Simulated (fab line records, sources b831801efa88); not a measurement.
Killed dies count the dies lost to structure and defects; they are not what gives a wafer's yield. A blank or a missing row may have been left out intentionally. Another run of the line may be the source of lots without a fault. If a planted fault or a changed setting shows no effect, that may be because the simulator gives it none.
Which tool is to blame? / flow gf180mcu / 36 wafers from 12 lots sampled at 3 of the route's 602 steps

WHAT THE GAUGES READ, wafer by wafer
GF_MIM_THK_MEAS_06.
lot=L075; measured=day 25 03:15; on=filmMetro-02; MIM_CVD_05_THK (nm)=41.5 41.7 42.6
lot=L077; measured=day 25 20:11; on=filmMetro-04; MIM_CVD_05_THK (nm)=41.3 42.0 41.8
lot=L079; measured=day 26 03:10; on=filmMetro-04; MIM_CVD_05_THK (nm)=41.3 42.0 42.0
lot=L081; measured=day 26 21:30; on=filmMetro-03; MIM_CVD_05_THK (nm)=42.2 42.1 43.2
lot=L083; measured=day 28 00:44; on=filmMetro-03; MIM_CVD_05_THK (nm)=41.9 42.0 41.5
lot=L085; measured=day 28 06:53; on=filmMetro-03; MIM_CVD_05_THK (nm)=41.2 42.4 42.1
lot=L087; measured=day 29 00:34; on=filmMetro-02; MIM_CVD_05_THK (nm)=41.9 42.5 42.0
lot=L089; measured=day 29 08:20; on=filmMetro-04; MIM_CVD_05_THK (nm)=41.5 42.6 42.5
lot=L091; measured=day 29 23:24; on=filmMetro-03; MIM_CVD_05_THK (nm)=41.9 41.5 41.8
lot=L093; measured=day 30 15:40; on=filmMetro-03; MIM_CVD_05_THK (nm)=42.2 42.0 43.0
lot=L095; measured=day 31 01:50; on=filmMetro-03; MIM_CVD_05_THK (nm)=41.6 41.2 41.7
lot=L097; measured=day 31 10:54; on=filmMetro-02; MIM_CVD_05_THK (nm)=41.9 41.2 42.2

TOOL THAT RAN EACH LOT (tool first, then ch and the chambers of the sampled wafers, then the start)
lot=L075; GF_V4_SPUTTER_21=pvdSputter-04, day 25 02:19; GF_V4_CMP_26=cmp-01 ch 0,2, day 25 02:42
lot=L077; GF_V4_SPUTTER_21=pvdSputter-04, day 25 19:08; GF_V4_CMP_26=cmp-02 ch 0,1,3, day 25 19:37
lot=L079; GF_V4_SPUTTER_21=pvdSputter-01, day 26 02:05; GF_V4_CMP_26=cmp-01 ch 0,1,2, day 26 02:35
lot=L081; GF_V4_SPUTTER_21=pvdSputter-04, day 26 20:26; GF_V4_CMP_26=cmp-01 ch 0,1,2, day 26 20:58
lot=L083; GF_V4_SPUTTER_21=pvdSputter-01, day 27 23:47; GF_V4_CMP_26=cmp-02 ch 0,2,3, day 28 00:14
lot=L085; GF_V4_SPUTTER_21=pvdSputter-04, day 28 05:56; GF_V4_CMP_26=cmp-02 ch 0,1, day 28 06:20
lot=L087; GF_V4_SPUTTER_21=pvdSputter-01, day 28 23:37; GF_V4_CMP_26=cmp-01 ch 0,1,3, day 29 00:07
lot=L089; GF_V4_SPUTTER_21=pvdSputter-02, day 29 07:23; GF_V4_CMP_26=cmp-02 ch 1,3, day 29 07:46
lot=L091; GF_V4_SPUTTER_21=pvdSputter-01, day 29 22:27; GF_V4_CMP_26=cmp-02 ch 0,2,3, day 29 22:51
lot=L093; GF_V4_SPUTTER_21=pvdSputter-02, day 30 14:43; GF_V4_CMP_26=cmp-01 ch 0,1, day 30 15:10
lot=L095; GF_V4_SPUTTER_21=pvdSputter-02, day 31 00:50; GF_V4_CMP_26=cmp-02 ch 0,2,3, day 31 01:17
lot=L097; GF_V4_SPUTTER_21=pvdSputter-04, day 31 09:58; GF_V4_CMP_26=cmp-02 ch 2,3, day 31 10:21
- GF_V4_SPUTTER_21: material Ti, target thk 15 nm, time 80.02 s.
- GF_V4_CMP_26: polishes, stops on SiO2, t overpolish 15 s, target thk 0 nm.

THE ANSWER, worked out from the rows above alone
Rule: usual is defined by the lots themselves. Put in order of their means at a reading, lots are off if they are a third of the lots or fewer, leave a main group of 4 or more, and stand apart from it by a gap of 3 or more times the standard deviation of the main group's means; of several such gaps the widest counts. The tables above print the reading to a certain number of digits; a main group whose means all agree to those digits is not used. A lot without any number at a reading at which 4 lots or more have one is off too. Where the step has rows for the other lots, those lots are counted as sound.
Across all readings shown, no lot is off: no conclusion can be drawn from this.

WHAT THE SIMULATOR PUT IN
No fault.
